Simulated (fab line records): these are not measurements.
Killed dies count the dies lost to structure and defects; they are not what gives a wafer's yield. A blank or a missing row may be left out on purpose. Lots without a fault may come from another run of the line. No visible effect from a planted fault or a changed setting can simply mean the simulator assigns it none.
Check for tools in common :: flow sky130 :: Sample size 13 lots and 39 wafers

== THE REASON FOR OPENING IT ==
Of 13 lots, 3 have the reading NWELL_2_TW flagged at SKY_NWELL_TW_MEAS_26. No-fault wafers: 492, standard deviation 4.8.
Rule: a lot gets a flag if all its wafers with a number sit over 4 standard deviations from that mean, or if no wafer of it has a number. As for the other lots, they are considered sound.

lot: L770
measured: day 5 08:04
on: film-metro-04
NWELL_2_TW, wafer by wafer: 495 497 497
flag: 

lot: L771
measured: day 5 17:55
on: film-metro-04
NWELL_2_TW, wafer by wafer: 497 496 499
flag: 

lot: L772
measured: day 6 09:39
on: film-metro-03
NWELL_2_TW, wafer by wafer: 485 488 484
flag: 

lot: L775
measured: day 6 18:04
on: film-metro-03
NWELL_2_TW, wafer by wafer: 487 486 484
flag: 

lot: L778
measured: day 7 14:20
on: film-metro-03
NWELL_2_TW, wafer by wafer: 489 490 493
flag: 

lot: L782
measured: day 8 11:23
on: film-metro-04
NWELL_2_TW, wafer by wafer: 496 494 496
flag: 

lot: L785
measured: day 9 09:14
on: film-metro-01
NWELL_2_TW, wafer by wafer: 797 801 796
flag: FLAGGED

lot: L786
measured: day 9 16:18
on: film-metro-01
NWELL_2_TW, wafer by wafer: 490 488 488
flag: 

lot: L787
measured: day 10 00:02
on: film-metro-04
NWELL_2_TW, wafer by wafer: 806 806 803
flag: FLAGGED

lot: L788
measured: day 10 05:25
on: film-metro-03
NWELL_2_TW, wafer by wafer: 794 787 792
flag: FLAGGED

lot: L789
measured: day 10 09:18
on: film-metro-03
NWELL_2_TW, wafer by wafer: 487 488 488
flag: 

lot: L790
measured: day 10 17:16
on: film-metro-01
NWELL_2_TW, wafer by wafer: 496 493 493
flag: 

lot: L792
measured: day 11 03:46
on: film-metro-04
NWELL_2_TW, wafer by wafer: 498 495 496
flag: 
The mean of the flagged lots' numbers is 798, +306 from the usual (+64 standard deviations).

== LOT BY LOT: THE TOOL USED ==
The record keeps 1 process step preceding the reading, out of 708 steps on the route. In each cell: the tool, then ch and the chambers that the sampled wafers went through, then the start.
lot: L770
flag: 
SKY_NWELL_IMPLANT_24: implanter-02 ch 0, day 5 07:49

lot: L771
flag: 
SKY_NWELL_IMPLANT_24: implanter-03 ch 0, day 5 17:40

lot: L772
flag: 
SKY_NWELL_IMPLANT_24: implanter-02 ch 0, day 6 09:27

lot: L775
flag: 
SKY_NWELL_IMPLANT_24: implanter-02 ch 0, day 6 17:49

lot: L778
flag: 
SKY_NWELL_IMPLANT_24: implanter-02 ch 0, day 7 14:05

lot: L782
flag: 
SKY_NWELL_IMPLANT_24: implanter-01 ch 0, day 8 11:09

lot: L785
flag: FLAGGED
SKY_NWELL_IMPLANT_24: implanter-02 ch 0, day 9 09:01

lot: L786
flag: 
SKY_NWELL_IMPLANT_24: implanter-03 ch 0, day 9 16:04

lot: L787
flag: FLAGGED
SKY_NWELL_IMPLANT_24: implanter-02 ch 0, day 9 23:48

lot: L788
flag: FLAGGED
SKY_NWELL_IMPLANT_24: implanter-02 ch 0, day 10 05:10

lot: L789
flag: 
SKY_NWELL_IMPLANT_24: implanter-03 ch 0, day 10 09:05

lot: L790
flag: 
SKY_NWELL_IMPLANT_24: implanter-03 ch 0, day 10 17:01

lot: L792
flag: 
SKY_NWELL_IMPLANT_24: implanter-03 ch 0, day 11 03:31
These steps, and what they do:
- SKY_NWELL_IMPLANT_24
- SKY_NWELL_TW_MEAS_26

== FLAGGED AGAINST TOTAL, ONE TOOL AT A TIME (gauges that did the reading follow at the end) ==
step: SKY_NWELL_IMPLANT_24
tool: implanter-01
lots run: 1
flagged: 0
share of the flagged lots: none
sound lots run after its first flagged lot: -

step: SKY_NWELL_IMPLANT_24
tool: implanter-02
lots run: 7
flagged: 3
share of the flagged lots: all
sound lots run after its first flagged lot: 0

step: SKY_NWELL_IMPLANT_24
tool: implanter-03
lots run: 5
flagged: 0
share of the flagged lots: none
sound lots run after its first flagged lot: -

step: SKY_NWELL_TW_MEAS_26
tool: film-metro-01
lots run: 3
flagged: 1
share of the flagged lots: some
sound lots run after its first flagged lot: 2 (L786,L790)

step: SKY_NWELL_TW_MEAS_26
tool: film-metro-03
lots run: 5
flagged: 1
share of the flagged lots: some
sound lots run after its first flagged lot: 1 (L789)

step: SKY_NWELL_TW_MEAS_26
tool: film-metro-04
lots run: 5
flagged: 1
share of the flagged lots: some
sound lots run after its first flagged lot: 1 (L792)

== THE TABLE: WHAT IT ALLOWS ==
All flagged lots share 1 row of the table, namely implanter-02 at SKY_NWELL_IMPLANT_24.
- implanter-02 at SKY_NWELL_IMPLANT_24 ran 7 lots, 3 of them flagged. It ran its last sound lot, L778, at day 7 14:05 and its first flagged lot, L785, at day 9 09:01: a fault with its onset between the two fits. Its own readings lie more than 4 standard deviations out on every wafer of the flagged lots: dose-ions-cm2, faraday-current-uA.
One tool is left: implanter-02 at SKY_NWELL_IMPLANT_24.

== WHAT HAD BEEN PUT IN BY THE SIMULATOR ==
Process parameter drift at SKY_NWELL_IMPLANT_24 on implanter-02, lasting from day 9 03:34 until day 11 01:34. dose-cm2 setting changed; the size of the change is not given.
Struck lots among those shown: L785, L787, L788. Same finding as the rule above.
